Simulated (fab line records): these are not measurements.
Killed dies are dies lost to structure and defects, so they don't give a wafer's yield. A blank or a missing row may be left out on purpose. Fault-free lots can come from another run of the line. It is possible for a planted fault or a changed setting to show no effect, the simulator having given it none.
Matching of chambers	flow gf180mcu	pecvd-02 running GF_MIM_CVD_05: 3 sister chambers
The step deposits Si3N4, target thk 42 nm, time 29.086 s. 36 wafers are shown with their chamber, then 12 later ones without.

## WAFERS WITH THEIR CHAMBER
wafer	chamber	heater-power-w (W)
L075.1	2	698
L075.2	1	666
L075.3	0	671
L075.4	0	640
L075.5	1	675
L075.6	2	707
L077.1	1	775
L077.2	0	619
L077.6	1	747
L078.1	2	758
L078.2	1	730
L078.3	0	638
L078.4	0	626
L078.5	2	752
L078.6	1	714
L079.2	2	762
L079.4	0	645
L079.6	1	657
L080.1	2	681
L080.4	1	623
L080.6	2	689
L081.3	0	631
L081.5	2	716
L081.6	1	684
L083.1	0	597
L083.3	2	651
L083.4	0	599
L085.3	1	667
L085.5	0	645
L085.6	2	773
L087.1	0	667
L087.2	2	790
L087.3	1	744
L087.4	0	662
L087.5	1	737
L087.6	2	636

SIGNATURES (averages over the wafers above)
reading	chamber 0	chamber 1	chamber 2	scatter within a chamber
heater-power-w	636.67	701.58	717.75	41.3
Rule: a wafer lies at a distance from a chamber equal to the root of the sum of squares, over the readings, of (its reading less the chamber's mean, divided by the reading's scatter). The wafer belongs to the nearest chamber; if the next one is less than 2 further off, it can't be placed. The scatter: take each reading less its chamber's mean, square it, sum over the shown wafers, divide by the number of wafers less the number of chambers, and take the root.

## WAFERS WHOSE CHAMBER IS MISSING
wafer	heater-power-w (W)
L088.2	779
L088.3	694
L088.5	778
L090.2	694
L090.5	729
L090.6	793
L091.2	771
L091.4	681
L091.5	767
L097.1	712
L097.5	710
L097.6	701

## CHAMBER TAKEN BY EACH
wafer	from the rows above	in truth
L088.2	can't be placed: 2 or 1 or 0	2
L088.3	can't be placed: 1 or 2 or 0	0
L088.5	can't be placed: 2 or 1 or 0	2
L090.2	can't be placed: 1 or 2 or 0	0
L090.5	can't be placed: 2 or 1 or 0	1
L090.6	can't be placed: 2 or 1 or 0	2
L091.2	can't be placed: 2 or 1 or 0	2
L091.4	can't be placed: 1 or 2 or 0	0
L091.5	can't be placed: 2 or 1 or 0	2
L097.1	can't be placed: 2 or 1 or 0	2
L097.5	can't be placed: 2 or 1 or 0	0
L097.6	can't be placed: 1 or 2 or 0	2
0 of 12 placed correctly. These rows do not allow placing 12 (true chamber among the candidates in 12). 0 placed wrongly.
